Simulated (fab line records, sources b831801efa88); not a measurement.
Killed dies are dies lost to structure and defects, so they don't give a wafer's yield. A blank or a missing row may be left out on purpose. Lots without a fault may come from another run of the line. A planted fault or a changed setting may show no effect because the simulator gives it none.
One fault seen from 2 desks | flow gf180mcu | each desk has only its own numbers; what lay behind them comes last

THE TOOL OWNER'S DESK: litho_track-03
The tool's own readings at GF_V4_COAT_09 (resist thk 1000 nm): means of the sampled wafers that have a number, for each lot that ran on this tool. A lot is out of limits, marked OUT, if its mean lies more than 4 standard deviations from the usual mean; the brackets give that distance.
Columns: A = resist_line_temp_C at GF_V4_COAT_09, usual 22.96 C
lot  | first seen here | A
L354 | day 26 14:00    | 23.14
L355 | day 26 23:00    | 22.97
L358 | day 28 00:00    | 22.89
L363 | day 30 00:00    | 22.91
This desk's finding: nothing out of limits on any of the 4 lots.

THE METROLOGY DESK
What the gauges read, lot by lot, whatever tool the lot ran on: means of the sampled wafers that have a number. A lot is out of limits, marked OUT, if its mean lies more than 4 standard deviations from the usual mean; the brackets give that distance.
Columns: A = M4_ALCU_RS at GF_M4_RS_MEAS_05, usual 0.0689 ohm/sq; B = MIM_CVD_05_THK at GF_MIM_THK_MEAS_06, usual 42.1 nm
lot  | first seen here | A      | B
L346 | day 22 12:25    | 0.0696 | 41.8
L349 | day 23 17:25    | 0.0681 | 41.6
L350 | day 23 23:16    | 0.0688 | 42.0
L351 | day 24 02:42    | 0.0674 | 42.0
L354 | day 25 05:33    | 0.0686 | 42.2
L355 | day 25 14:36    | 0.0687 | 41.1
L356 | day 26 04:31    | 0.0688 | 42.7
L358 | day 26 17:14    | 0.0687 | 43.0
L362 | day 28 00:08    | 0.0692 | 41.9
L363 | day 28 19:35    | 0.0676 | 41.5
L366 | day 29 05:15    | 0.0689 | 41.9
L368 | day 29 22:11    | 0.0692 | 42.5
This desk's finding: nothing out of limits on any of the 12 lots.

PUT TOGETHER
The tool owner's desk saw nothing out of limits.
The metrology desk saw nothing out of limits.

WHAT THE SIMULATOR HAD PUT IN
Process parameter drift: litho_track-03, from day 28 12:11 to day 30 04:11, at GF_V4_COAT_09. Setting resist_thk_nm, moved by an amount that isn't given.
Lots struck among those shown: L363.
